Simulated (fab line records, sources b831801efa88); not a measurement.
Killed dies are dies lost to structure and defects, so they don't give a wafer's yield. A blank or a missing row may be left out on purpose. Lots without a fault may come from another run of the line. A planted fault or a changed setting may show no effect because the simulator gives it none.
Split-lot experiment | flow sfq_line | 5 lots, 23 wafers read, on a route of 325 steps

THE SPLIT
At SFQ_TRILAYER_I0_CMP_CMP_028 (polishes SiO2), the setting leave_above_ref_nm was moved away from the recipe's 200 nm on 9 of the 23 wafers read, by -6.3% to +6.5%. The other wafers ran this setting at the recipe's value.

FROM THE SPLIT TO THE READING: what the file shows between them, 4 steps
- SFQ_TRILAYER_I0_METRO_MEASURE_029
- SFQ_TRILAYER_I0_VIA_LITHO_PEB_034: peb time 60 s (also split here: peb_time_s)
- SFQ_TRILAYER_I0_VIA_LITHO_DEVELOP_033: time 60 s
- SFQ_TRILAYER_I0_VIA_BARC_OPEN_VIA_ETCH_046: etches BARC in O2, target depth 125 nm, time 41.7 s

THE READING
oes_product_au, in a.u., at SFQ_TRILAYER_I0_VIA_ETCH_VIA_ETCH_034 (etches SiO2 in CHF3, stops on Nb, target depth 260 nm). Fault-free wafers of this fab line usually give 0.854 a.u., standard deviation 0.0051 a.u..

wafer  | tool, chamber at the split | leave_above_ref_nm as run, nm | against the recipe | oes_product_au, a.u. | against lot-mates on the recipe
L074.2 | cmp-01, 0                  | 205.2                         | +2.6%              | 0.860                | +0.004
L074.3 | cmp-01, 1                  | 200                           | recipe             | 0.853                | -
L074.4 | cmp-01, 3                  | 205.2                         | +2.6%              | 0.873                | +0.017
L074.5 | cmp-01, 3                  | 205.2                         | +2.6%              | 0.871                | +0.015
L074.6 | cmp-01, 2                  | 200                           | recipe             | 0.859                | -
L076.1 | cmp-01, 0                  | 200                           | recipe             | 0.850                | -
L076.2 | cmp-01, 1                  | 200                           | recipe             | 0.855                | -
L076.3 | cmp-01, 2                  | 200                           | recipe             | 0.864                | -
L076.4 | cmp-01, 3                  | 213                           | +6.5%              | 0.887                | +0.031
L076.6 | cmp-01, 1                  | 213                           | +6.5%              | 0.879                | +0.023
L077.2 | cmp-02, 2                  | 200                           | recipe             | 0.856                | -
L077.3 | cmp-02, 0                  | 211                           | +5.5%              | 0.877                | +0.017
L077.4 | cmp-02, 3                  | 211                           | +5.5%              | 0.884                | +0.024
L077.5 | cmp-02, 2                  | 200                           | recipe             | 0.867                | -
L077.6 | cmp-02, 1                  | 200                           | recipe             | 0.858                | -
L079.1 | cmp-02, 3                  | 200                           | recipe             | 0.854                | -
L079.3 | cmp-02, 1                  | 200                           | recipe             | 0.853                | -
L079.4 | cmp-02, 0                  | 200                           | recipe             | 0.852                | -
L079.5 | cmp-02, 0                  | 187.4                         | -6.3%              | 0.825                | -0.028
L079.6 | cmp-02, 1                  | 187.4                         | -6.3%              | 0.825                | -0.028
L083.1 | cmp-01, 2                  | 200                           | recipe             | 0.863                | -
L083.2 | cmp-01, 0                  | 200                           | recipe             | 0.848                | -
L083.6 | cmp-01, 2                  | 200                           | recipe             | 0.850                | -

THE FIT
A straight line over all 23 wafers: oes_product_au changes by +0.00456 a.u. for each +1% of leave_above_ref_nm; r = +0.94; the points scatter about the line by 0.0053 a.u..
The same after taking each lot's own level away (the mean of its wafers on the recipe; 23 wafers): +0.00417 a.u. for each +1%; r = +0.94; scatter 0.0049 a.u..
On that fit, the largest move of leave_above_ref_nm shifts the reading by 0.027 a.u..
The lots' own levels span 0.8530 to 0.8603 a.u., that is 1.4 times the standard deviation above.
So the lot-to-lot level changes the slope little: the two slopes agree.
Check: with one of the wafers moved furthest among these (+6.5%) left out of the fit, the line predicts +0.026 a.u. for it against its lot-mates. It came out at +0.0307 a.u. against them.

OTHER SPLITS ON THESE WAFERS
These wafers also went through other splits before the reading. Each is held against what the fit with the lots' levels taken away leaves over:
other split on the same wafers                  | wafers away from the commonest value | r with oes_product_au (lot level and that fit taken away)
SFQ_TRILAYER_L0_LITHO_PEB_008 peb_temp_c        | 10                                   | -0.03
SFQ_TRILAYER_L0_BARC_OPEN_METAL_ETCH_010 time_s | 7                                    | +0.10
SFQ_TRILAYER_L0_VIA_LITHO_PEB_016 peb_time_s    | 10                                   | +0.18
SFQ_TRILAYER_M0_DEP_SPUTTER_019 time_s          | 11                                   | -0.13
SFQ_TRILAYER_M0_LITHO_EXPOSE_022 dose_mj        | 11                                   | -0.15
SFQ_TRILAYER_I0_VIA_LITHO_PEB_034 peb_time_s    | 8                                    | -0.05

THE WHOLE CHAIN: every reading that the file lists as answering this split, in the file's order
step                                  | what it does                                          | reading                                                                                   | change (the file's fit)                   | r (the file's)
SFQ_TRILAYER_I0_CMP_CMP_028           | polishes SiO2                                         | SiO2_of_TRILAYER_I0_DEP_PECVD_027.thk_nm (the simulator's own value, which no gauge read) | +2 nm for each +1% of the setting         | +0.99
SFQ_TRILAYER_I0_METRO_MEASURE_029     |                                                       | thk_nm                                                                                    | +1.98 nm for each +1% of the setting      | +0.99
SFQ_TRILAYER_I0_VIA_ETCH_VIA_ETCH_034 | etches SiO2 in CHF3, stops on Nb, target depth 260 nm | oes_product_au                                                                            | +0.00416 a.u. for each +1% of the setting | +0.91
SFQ_TRILAYER_I0_VIA_ETCH_VIA_ETCH_034 | etches SiO2 in CHF3, stops on Nb, target depth 260 nm | I0.feature_depth_nm (the simulator's own value, which no gauge read)                      | +2 nm for each +1% of the setting         | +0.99

THE FILE'S OWN FIT
oes_product_au changes by +0.00416 a.u. for each +1% of leave_above_ref_nm, r = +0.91.
